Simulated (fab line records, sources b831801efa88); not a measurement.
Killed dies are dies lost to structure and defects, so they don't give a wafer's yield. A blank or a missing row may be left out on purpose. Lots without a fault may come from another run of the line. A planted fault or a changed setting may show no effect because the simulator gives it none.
Which tool did it? | flow gf180mcu | 24 lots, 72 wafers sampled, at 4 steps of a route of 602

WHAT THE GAUGES READ, wafer by wafer
GF_M1_OVL_MEAS_15.
lot  | measured     | on         | M1_OVL (nm)
L074 | day 17 02:01 | overlay-02 | 10 -3 7
L075 | day 17 08:37 | overlay-02 | -1 -5 -5
L076 | day 17 19:02 | overlay-02 | 0 4 5
L077 | day 18 00:02 | overlay-02 | -4 -2 7
L078 | day 18 13:04 | overlay-02 | -3 -7 -1
L079 | day 19 04:16 | overlay-02 | -1 -6 -2
L080 | day 19 12:29 | overlay-02 | 7 -9 5
L081 | day 19 21:25 | overlay-02 | 11 9 12
L082 | day 20 06:55 | overlay-02 | -3 2 4
L083 | day 20 11:28 | overlay-01 | 9 7 4
L084 | day 21 06:25 | overlay-02 | -1 -6 -6
L085 | day 21 11:10 | overlay-01 | 8 4 8
L086 | day 21 14:19 | overlay-02 | 6 3 1
L087 | day 21 21:47 | overlay-02 | -8 -3 0
L088 | day 22 05:50 | overlay-01 | 15 -1 8
L089 | day 22 15:31 | overlay-02 | -6 -9 -11
L090 | day 22 21:23 | overlay-01 | 2 -8 -4
L091 | day 23 03:17 | overlay-01 | 5 5 9
L092 | day 23 14:08 | overlay-02 | 0 -7 9
L093 | day 24 01:30 | overlay-01 | 4 15 11
L094 | day 24 09:08 | overlay-01 | -5 -6 3
L095 | day 24 16:01 | overlay-01 | 12 0 1
L096 | day 25 02:01 | overlay-01 | 8 7 1
L097 | day 25 02:43 | overlay-02 | -2 1 3

GF_V3_THK_MEAS_03.
lot  | measured     | on            | V3_CVD_02_THK (nm)
L074 | day 21 07:27 | film_metro-03 | 836 847 864
L075 | day 21 14:40 | film_metro-02 | 835 835 849
L076 | day 22 00:06 | film_metro-02 | 837 850 848
L077 | day 22 06:22 | film_metro-03 | 833 863 858
L078 | day 22 19:49 | film_metro-01 | 835 834 845
L079 | day 23 10:08 | film_metro-02 | 834 844 847
L080 | day 23 18:07 | film_metro-03 | 836 845 858
L081 | day 24 02:46 | film_metro-03 | 847 868 862
L082 | day 24 11:49 | film_metro-03 | 844 860 853
L083 | day 24 14:29 | film_metro-03 | 844 844 854
L084 | day 25 09:20 | film_metro-02 | 842 856 861
L085 | day 25 12:07 | film_metro-02 | 864 845 876
L086 | day 25 16:09 | film_metro-01 | 833 841 848
L087 | day 25 21:43 | film_metro-03 | 834 860 849
L088 | day 26 05:38 | film_metro-03 | 848 849 865
L089 | day 26 15:11 | film_metro-02 | 839 847 854
L090 | day 26 17:53 | film_metro-01 | 841 854 865
L091 | day 27 00:04 | film_metro-01 | 831 857 852
L092 | day 27 10:25 | film_metro-02 | 854 854 880
L093 | day 27 19:46 | film_metro-03 | 855 867 866
L094 | day 28 02:42 | film_metro-02 | 836 842 843
L095 | day 28 10:55 | film_metro-01 | 866 858 858
L096 | day 28 18:40 | film_metro-02 | 855 852 868
L097 | day 28 19:20 | film_metro-01 | 837 834 839

WHICH TOOL RAN EACH LOT (tool, then ch and the chambers of the sampled wafers, then the start)
lot  | GF_CONTACT_SPUTTER_23        | GF_CONTACT_CMP_27
L074 | pvd_sputter-04, day 16 02:41 | cmp-01 ch 1,2, day 16 03:03
L075 | pvd_sputter-04, day 16 08:31 | cmp-02 ch 0,1,2, day 16 08:50
L076 | pvd_sputter-03, day 16 18:53 | cmp-02 ch 0,2,3, day 16 19:12
L077 | pvd_sputter-04, day 16 23:25 | cmp-02 ch 0,1,2, day 16 23:53
L078 | pvd_sputter-03, day 17 12:31 | cmp-02 ch 2,3, day 17 12:50
L079 | pvd_sputter-01, day 18 03:40 | cmp-01 ch 0,2,3, day 18 03:59
L080 | pvd_sputter-04, day 18 11:05 | cmp-01 ch 0,1,2, day 18 11:26
L081 | pvd_sputter-04, day 18 20:39 | cmp-02 ch 0,1,2, day 18 21:01
L082 | pvd_sputter-01, day 19 05:56 | cmp-01 ch 1,2,3, day 19 06:21
L083 | pvd_sputter-01, day 19 10:47 | cmp-02 ch 2,3, day 19 11:05
L084 | pvd_sputter-01, day 20 04:19 | cmp-02 ch 0,3, day 20 05:21
L085 | pvd_sputter-03, day 20 09:42 | cmp-01 ch 1,2,3, day 20 10:01
L086 | pvd_sputter-04, day 20 13:58 | cmp-01 ch 0,1,3, day 20 14:23
L087 | pvd_sputter-03, day 20 21:50 | cmp-01 ch 2,3, day 20 22:09
L088 | pvd_sputter-01, day 21 05:26 | cmp-02 ch 0,1,3, day 21 05:51
L089 | pvd_sputter-01, day 21 15:13 | cmp-02 ch 0,1,3, day 21 15:35
L090 | pvd_sputter-01, day 21 21:19 | cmp-02 ch 0,1, day 21 21:38
L091 | pvd_sputter-01, day 22 04:01 | cmp-02 ch 0,2,3, day 22 04:26
L092 | pvd_sputter-01, day 22 14:47 | cmp-01 ch 1,2,3, day 22 15:05
L093 | pvd_sputter-03, day 23 01:56 | cmp-02 ch 1,2,3, day 23 02:18
L094 | pvd_sputter-03, day 23 09:28 | cmp-01 ch 1,2,3, day 23 09:55
L095 | pvd_sputter-01, day 23 16:34 | cmp-01 ch 0,1,3, day 23 17:04
L096 | pvd_sputter-03, day 24 03:05 | cmp-02 ch 0,2,3, day 24 03:24
L097 | pvd_sputter-04, day 24 04:02 | cmp-01 ch 0,2,3, day 24 04:24
- GF_CONTACT_SPUTTER_23: material TiN, target thk 10 nm, time 40 s.
- GF_CONTACT_CMP_27: polishes, stops on SiO2, t overpolish 15 s, target thk 0 nm.

WHAT THE TOOLS THEMSELVES READ (means of the sampled wafers that have a number; where no wafer has one, the mark that the record gives instead)
GF_CONTACT_SPUTTER_23.
lot  | tool           | throttle_valve_pct (%)
L074 | pvd_sputter-04 | 29.5
L075 | pvd_sputter-04 | 29.6
L076 | pvd_sputter-03 | 29.1
L077 | pvd_sputter-04 | 29.2
L078 | pvd_sputter-03 | 29.4
L079 | pvd_sputter-01 | 30.3
L080 | pvd_sputter-04 | 29.6
L081 | pvd_sputter-04 | 29.7
L082 | pvd_sputter-01 | 29.9
L083 | pvd_sputter-01 | 30.4
L084 | pvd_sputter-01 | 30.2
L085 | pvd_sputter-03 | 29.1
L086 | pvd_sputter-04 | 29.6
L087 | pvd_sputter-03 | 29.2
L088 | pvd_sputter-01 | 31.2
L089 | pvd_sputter-01 | 30.0
L090 | pvd_sputter-01 | 30.3
L091 | pvd_sputter-01 | 30.6
L092 | pvd_sputter-01 | 30.8
L093 | pvd_sputter-03 | 29.4
L094 | pvd_sputter-03 | 29.4
L095 | pvd_sputter-01 | 30.7
L096 | pvd_sputter-03 | 29.5
L097 | pvd_sputter-04 | 29.4

GF_CONTACT_CMP_27.
lot  | tool   | motor_current_A (A) | overpolish_run_s (s) | platen_rpm (rpm) | time_to_endpoint_s (s)
L074 | cmp-01 | 10.8                | 15.001               | 60.01            | 77.5
L075 | cmp-02 | 11.3                | 15.009               | 59.97            | 76.4
L076 | cmp-02 | 10.6                | 14.993               | 59.97            | 75.3
L077 | cmp-02 | 11.5                | 14.991               | 60.01            | 72.3
L078 | cmp-02 | 10.4                | 15.007               | 60.02            | 74.1
L079 | cmp-01 | 10.7                | 15.004               | 59.97            | 71.4
L080 | cmp-01 | 11.0                | 15.006               | 60.00            | 68.7
L081 | cmp-02 | 11.4                | 14.994               | 60.02            | 71.6
L082 | cmp-01 | 11.1                | 14.995               | 59.99            | 71.4
L083 | cmp-02 | 10.4                | 15.001               | 59.99            | 72.4
L084 | cmp-02 | 9.8                 | 15.000               | 59.99            | 71.9
L085 | cmp-01 | 11.0                | 15.004               | 60.03            | 75.1
L086 | cmp-01 | 11.7                | 15.000               | 60.00            | 71.9
L087 | cmp-01 | 10.4                | 15.001               | 59.97            | 72.5
L088 | cmp-02 | 10.3                | 15.005               | 59.99            | 72.9
L089 | cmp-02 | 10.4                | 14.988               | 60.00            | 70.7
L090 | cmp-02 | 10.8                | 14.990               | 60.02            | 74.8
L091 | cmp-02 | 10.3                | 14.994               | 59.99            | 71.9
L092 | cmp-01 | 11.1                | 14.998               | 59.97            | 67.2
L093 | cmp-02 | 10.8                | 14.998               | 60.01            | 73.5
L094 | cmp-01 | 11.3                | 14.990               | 59.96            | 68.7
L095 | cmp-01 | 11.6                | 15.009               | 59.96            | 70.6
L096 | cmp-02 | 10.6                | 14.998               | 59.98            | 73.3
L097 | cmp-01 | 10.9                | 15.003               | 59.97            | 74.4

THE ANSWER, worked out from the rows above alone
Rule: what is usual is taken from the lots themselves. Put in order of their means at a reading, lots are off if they are a third of the lots or fewer, leave a main group of 4 or more, and stand apart from it by a gap of 3 or more times the standard deviation of the main group's means; of several such gaps the widest counts. A main group whose means are all the same, to the digits that the tables above print for the reading, isn't used. A lot without any number at a reading at which 4 lots or more have one is off too. The other lots that the step has rows for count as sound. The gauges are gone through in route order, then the tools' own readings, and for those a lot's mean is taken as printed above. The first step at which some lot is off is used, and at that step the reading that is off furthest; a lot without a number counts as furthest.
No lot is off at any reading shown: from this, nothing can be told.

WHAT THE SIMULATOR HAD PUT IN
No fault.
